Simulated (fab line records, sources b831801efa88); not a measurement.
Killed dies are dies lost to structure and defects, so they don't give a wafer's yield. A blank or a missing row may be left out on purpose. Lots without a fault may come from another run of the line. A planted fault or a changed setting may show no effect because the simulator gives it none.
Split-lot experiment | flow sfq_line | 5 lots, 23 wafers read, on a route of 325 steps

THE SPLIT
At SFQ_TRILAYER_I2_VIA_LITHO_EXPOSE_068 (exposes mask I2, target cd 500 nm), the setting dose_mj was moved away from the recipe's 21.3 on 5 of the 23 wafers read, by -6.6% to +6.0%. The other wafers ran this setting at the recipe's value.

FROM THE SPLIT TO THE READING: what the file shows between them, 2 steps
- SFQ_TRILAYER_I2_VIA_LITHO_PEB_070: peb time 60 s
- SFQ_TRILAYER_I2_VIA_LITHO_DEVELOP_069: time 60 s

THE READING
I2.cd_nm (the simulator's own value, which no gauge read), in nm, at SFQ_TRILAYER_I2_VIA_BARC_OPEN_VIA_ETCH_096 (etches BARC in O2, target depth 125 nm, time 41.7 s). The file gives no usual value for it. The 18 wafers here that ran the recipe average 499.8 nm, standard deviation 1.6 nm.

wafer  | tool, chamber at the split | dose_mj as run | against the recipe | I2.cd_nm, nm | against lot-mates on the recipe
L074.1 | krf_scanner-01, 0          | 21.3           | recipe             | 501.4        | -
L074.2 | krf_scanner-01, 0          | 21.3           | recipe             | 500          | -
L074.3 | krf_scanner-01, 0          | 21.3           | recipe             | 501.3        | -
L074.5 | krf_scanner-01, 0          | 21.3           | recipe             | 500.7        | -
L074.6 | krf_scanner-01, 0          | 21.3           | recipe             | 500.3        | -
L078.1 | krf_scanner-02, 0          | 19.89          | -6.6%              | 486.9        | -10.1
L078.3 | krf_scanner-02, 0          | 21.3           | recipe             | 497.8        | -
L078.4 | krf_scanner-02, 0          | 21.3           | recipe             | 496.7        | -
L078.5 | krf_scanner-02, 0          | 21.3           | recipe             | 496.6        | -
L078.6 | krf_scanner-02, 0          | 19.89          | -6.6%              | 486.3        | -10.7
L079.1 | krf_scanner-02, 0          | 21.3           | recipe             | 499.5        | -
L079.2 | krf_scanner-02, 0          | 21.3           | recipe             | 500          | -
L079.4 | krf_scanner-02, 0          | 21.3           | recipe             | 497.6        | -
L082.1 | krf_scanner-02, 0          | 21.3           | recipe             | 498.8        | -
L082.2 | krf_scanner-02, 0          | 22.58          | +6.0%              | 508.2        | +8.8
L082.3 | krf_scanner-02, 0          | 21.3           | recipe             | 500          | -
L082.5 | krf_scanner-02, 0          | 22.58          | +6.0%              | 508.7        | +9.3
L082.6 | krf_scanner-02, 0          | 22.58          | +6.0%              | 509.7        | +10.3
L083.1 | krf_scanner-02, 0          | 21.3           | recipe             | 501.5        | -
L083.2 | krf_scanner-02, 0          | 21.3           | recipe             | 500.8        | -
L083.4 | krf_scanner-02, 0          | 21.3           | recipe             | 500.6        | -
L083.5 | krf_scanner-02, 0          | 21.3           | recipe             | 502          | -
L083.6 | krf_scanner-02, 0          | 21.3           | recipe             | 501          | -

THE FIT
A straight line over all 23 wafers: I2.cd_nm changes by +1.73 nm for each +1% of dose_mj; r = +0.95; the points scatter about the line by 1.6 nm.
The same after taking each lot's own level away (the mean of its wafers on the recipe; 23 wafers): +1.58 nm for each +1%; r = +0.99; scatter 0.65 nm.
On that fit, the largest move of dose_mj shifts the reading by 10 nm.
The lots' own levels span 497.03 to 501.18 nm, that is 2.6 times the standard deviation above.
So the lot-to-lot level changes the slope: the two fits differ.
Check: with one of the wafers moved furthest among these (-6.6%) left out of the fit, the line predicts -10.5 nm for it against its lot-mates. It came out at -10.1 nm against them.

OTHER SPLITS ON THESE WAFERS
These wafers also went through other splits before the reading. Each is held against what the fit with the lots' levels taken away leaves over:
other split on the same wafers                    | wafers away from the commonest value | r with I2.cd_nm (lot level and that fit taken away)
SFQ_TRILAYER_I1_VIA_BARC_OPEN_VIA_ETCH_071 time_s | 7                                    | -0.26
SFQ_TRILAYER_M2_LITHO_COAT_057 resist_thk_nm      | 9                                    | -0.39
SFQ_TRILAYER_M2_ETCH_METAL_ETCH_060 bias_w        | 3                                    | -0.09
SFQ_TRILAYER_I2_CMP_CMP_064 leave_above_ref_nm    | 8                                    | -0.05

THE FILE'S OWN FIT
I2.cd_nm changes by +1.58 nm for each +1% of dose_mj, r = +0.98.
